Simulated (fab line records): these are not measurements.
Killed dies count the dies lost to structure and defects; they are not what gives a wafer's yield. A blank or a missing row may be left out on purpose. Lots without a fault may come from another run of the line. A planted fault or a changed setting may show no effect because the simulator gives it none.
A struck lot beside a sound one + flow sky130 + 17 out of 708 route steps
Sound: these wafers, L498.2, L498.4, L498.5. Wafers struck: L509.2, L509.5, L509.6. The cause is named last.
Each step with rows lists, per side, the tool, then ch with its chambers, then its first start. Under that, the readings that differ: sound wafers + struck wafers + difference of the means + sigmas: that difference in standard deviations of wafers without a fault.
alike: words and numbers the same on both sides, and readings whose means are apart by under 2 such deviations; not compared: readings that were withheld, readings missing a value for some wafer, numbers with overlapping values and no deviation given by the record, and bounds like >300 which may hide the same value.
The two part at a step that has a row with sigmas, a row that says differs or no value, or rows on one side only. Non-overlapping numbers with no deviation appear without sigmas and do not part them. A reading missing from all wafers of one side parts the sides only when that side holds two or more wafers.

SKY_VT_ADJUST_LVTN_OVL_MEAS_07:
  struck on overlay-02, day 10 08:37; sound on overlay-01, day 7 11:51
  alike: VT_ADJUST_LVTN_OVL
following that, these wafers have no rows for 1 step: SKY_VT_ADJUST_LVTN_IMPLANT_08.
SKY_VT_ADJUST_LVTN_STRIP_09: strips in O2/N2.
  sound on plasma_asher-03 ch 0,1, day 7 12:02; struck on plasma_asher-03 ch 0,1, day 10 08:47
  alike: drypump_motor_current_A, oes_product_au, strip_time_to_endpoint_s
  not compared: rf_hours_counter_h
SKY_VT_ADJUST_LVTN_TW_MEAS_10:
  struck on film_metro-02, day 10 08:54; sound on film_metro-02, day 7 12:08
  alike: VT_ADJUST_LVTN_TW
then, 7 steps without rows for these wafers: SKY_VT_ADJUST_LVTN_DEHYDRATE_11 (time 60 s); SKY_VT_ADJUST_LVTN_HMDS_12 (prime time 60 s); SKY_VT_ADJUST_LVTN_COAT_13 (resist thk 1140 nm); SKY_VT_ADJUST_LVTN_SOFTBAKE_14 (time 60 s); SKY_VT_ADJUST_LVTN_EXPOSE_15 (exposes mask HVN STD DERIVED, target cd 600 nm); SKY_VT_ADJUST_LVTN_PEB_16; SKY_VT_ADJUST_LVTN_DEVELOP_17 (develop time 60 s).
SKY_VT_ADJUST_LVTN_OVL_MEAS_18:
  struck on overlay-01, day 11 08:09; sound on overlay-01, day 8 07:46
  alike: VT_ADJUST_LVTN_01_OVL
SKY_VT_ADJUST_LVTN_IMPLANT_19:
  sound on implanter-03 ch 0, day 8 07:50; struck on implanter-03 ch 0, day 11 08:12
| reading            | sound                         | struck                        | difference | sigmas      |
|--------------------|-------------------------------|-------------------------------|------------|-------------|
| dose_ions_cm2      | 6.498e+11 6.506e+11 6.501e+11 | 9.811e+11 9.812e+11 9.821e+11 | +3.313e+11 | +99 or more |
| faraday_current_uA | 3.75 3.80 3.81                | 5.31 5.54 5.56                | +1.68      | +21         |
SKY_VT_ADJUST_LVTN_STRIP_20: strips in O2/N2.
  sound on plasma_asher-02 ch 1, day 8 07:57; struck on plasma_asher-04 ch 0,1, day 11 08:20
  alike: drypump_motor_current_A, oes_product_au, strip_time_to_endpoint_s
  not compared: rf_hours_counter_h
SKY_VT_ADJUST_LVTN_TW_MEAS_21:
  struck on film_metro-02, day 11 08:26; sound on film_metro-04, day 8 08:04
| reading             | sound             | struck            | difference | sigmas |
|---------------------|-------------------|-------------------|------------|--------|
| VT_ADJUST_LVTN_2_TW | 189.6 190.5 190.1 | 214.1 213.3 212.8 | +23.3      | +18    |
then, 1 step without rows for these wafers: SKY_VT_ADJUST_NCORE_DEHYDRATE_00 (time 60 s).
-- the record jumps here: 38 days lie between the struck wafers' starts before and after (it left off in module VT_ADJUST_NCORE and takes up again in module PAD_OPEN, whose first step shown is number 708 of the route) --
SKY_PAD_OPEN_PROBE_99:
  struck on prober-02, day 49 20:05; sound on prober-01, day 46 22:16
| reading                                    | sound                | struck               | difference | sigmas |
|--------------------------------------------|----------------------|----------------------|------------|--------|
| killed_dies                                | 81 83 74             | 107 93 97            | +20        | +2     |
| killed_short                               | 38 34 33             | 63 51 48             | +19        | +3     |
| model.etest.res_pwell_under_gate.rs_ohm_sq | 2282 2304 2291       | 2242 2259 2252       | -41        |        |
| model.etest.tip_n_5v.rs_ohm_sq             | 1367 1354 1368       | 1398 1407 1412       | +43        |        |
| model.etest.nfet_16v.drive_ua_um           | 227.4 222.5 224      | 213.2 215.1 217.6    | -9.3       |        |
| model.etest.nfet_g5v0d10v5.body_rise_v (V) | 0.6536 0.6666 0.6605 | 0.7246 0.7186 0.7145 | +0.0590    |        |
| model.etest.nfet_16v.body_rise_v (V)       | 0.6516 0.6636 0.6559 | 0.7187 0.7149 0.7097 | +0.0574    |        |
| model.etest.nfet_g5v0d10v5.vt_sat_v (V)    | 0.7546 0.7574 0.7554 | 0.8202 0.8089 0.8117 | +0.0578    |        |
| model.etest.nfet_g5v0d10v5.vt_v (V)        | 0.8129 0.8188 0.8152 | 0.8736 0.8615 0.8628 | +0.0503    |        |
| model.etest.nfet_16v.vt_v (V)              | 0.755 0.77 0.758     | 0.8104 0.802 0.7977  | +0.0424    |        |
  alike: killed_at_M0_to_M3, killed_at_M4_up, killed_at_contacts, killed_at_front_end, killed_at_other, killed_open

WHERE THEY PART
Earliest at SKY_VT_ADJUST_LVTN_IMPLANT_19; latest, in this record, at SKY_PAD_OPEN_PROBE_99.

WHY: what had been put in by the simulator
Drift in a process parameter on implanter-03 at SKY_VT_ADJUST_LVTN_IMPLANT_19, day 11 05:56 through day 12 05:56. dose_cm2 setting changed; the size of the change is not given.
